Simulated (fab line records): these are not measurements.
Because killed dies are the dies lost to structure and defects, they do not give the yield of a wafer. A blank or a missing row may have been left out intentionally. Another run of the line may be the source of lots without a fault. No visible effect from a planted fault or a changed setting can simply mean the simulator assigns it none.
A single fault, viewed from 2 desks :: flow sky130 :: only its own numbers are on each desk; what lay behind them is given at the end

AT THE TOOL OWNER'S DESK: pvd-sputter-01
The tool's own readings at SKY_METAL2_SPUTTER_04 (material TiN, target thk 70 nm, time 58.3 s): means of the sampled wafers that have a number, for each lot that ran on this tool. The brackets show how far a lot's mean lies from the usual mean; more than 4 standard deviations puts the lot out of limits, marked OUT.
Columns: A = throttle-valve-pct at SKY_METAL2_SPUTTER_04, usual 29.9 %
lot: L939
first seen here: day 34 06:50
A: 29.9

lot: L940
first seen here: day 34 18:54
A: 29.8

lot: L943
first seen here: day 35 10:38
A: 29.2

lot: L945
first seen here: day 36 06:53
A: 29.6

lot: L946
first seen here: day 36 09:34
A: 30.7

lot: L955
first seen here: day 39 05:31
A: 30.6

lot: L957
first seen here: day 39 21:33
A: 29.8
This desk's verdict: no lot among the 7 shows anything out of limits.

THE METROLOGY DESK
What the gauges read, lot by lot, whatever tool the lot ran on: means of the sampled wafers that have a number. The brackets show how far a lot's mean lies from the usual mean; more than 4 standard deviations puts the lot out of limits, marked OUT.
Columns: A = METAL2_ALCU_THK at SKY_METAL2_THK_MEAS_06, usual 250 nm
lot: L939
first seen here: day 34 07:00
A: 250

lot: L940
first seen here: day 34 19:05
A: 252

lot: L941
first seen here: day 34 19:25
A: 248

lot: L943
first seen here: day 35 10:49
A: 249

lot: L944
first seen here: day 35 14:44
A: 247

lot: L945
first seen here: day 36 07:04
A: 250

lot: L946
first seen here: day 36 09:45
A: 249

lot: L947
first seen here: day 36 16:07
A: 249

lot: L955
first seen here: day 39 05:42
A: 265 (+4.6) OUT

lot: L957
first seen here: day 39 21:44
A: 259

lot: L959
first seen here: day 40 05:34
A: 248

lot: L960
first seen here: day 40 10:53
A: 250

lot: L961
first seen here: day 41 00:05
A: 254

lot: L962
first seen here: day 41 00:29
A: 249
This desk reports L955 out of limits; the earliest was L955 at day 39 05:42 (METAL2_ALCU_THK at SKY_METAL2_THK_MEAS_06). L939, L940, L941, L943, L944, L945, L946, L947, L957, L959, L960, L961, L962: within limits.

ALL TOGETHER
At day 39 05:42 the metrology desk could have sounded an alarm, on L955.
The desk of the tool owner found nothing out of limits.
On record at the tool owner's desk: L955, within its limits.
The lots listed all ran SKY_METAL2_SPUTTER_04 on pvd-sputter-01.

WHAT THE SIMULATOR HAD PUT IN
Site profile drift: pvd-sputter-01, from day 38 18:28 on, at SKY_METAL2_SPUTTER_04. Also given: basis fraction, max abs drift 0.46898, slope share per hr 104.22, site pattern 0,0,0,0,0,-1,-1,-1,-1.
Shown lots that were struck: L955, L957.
Hours from the fault's start to each desk's first reading out of limits: the metrology desk, 11.
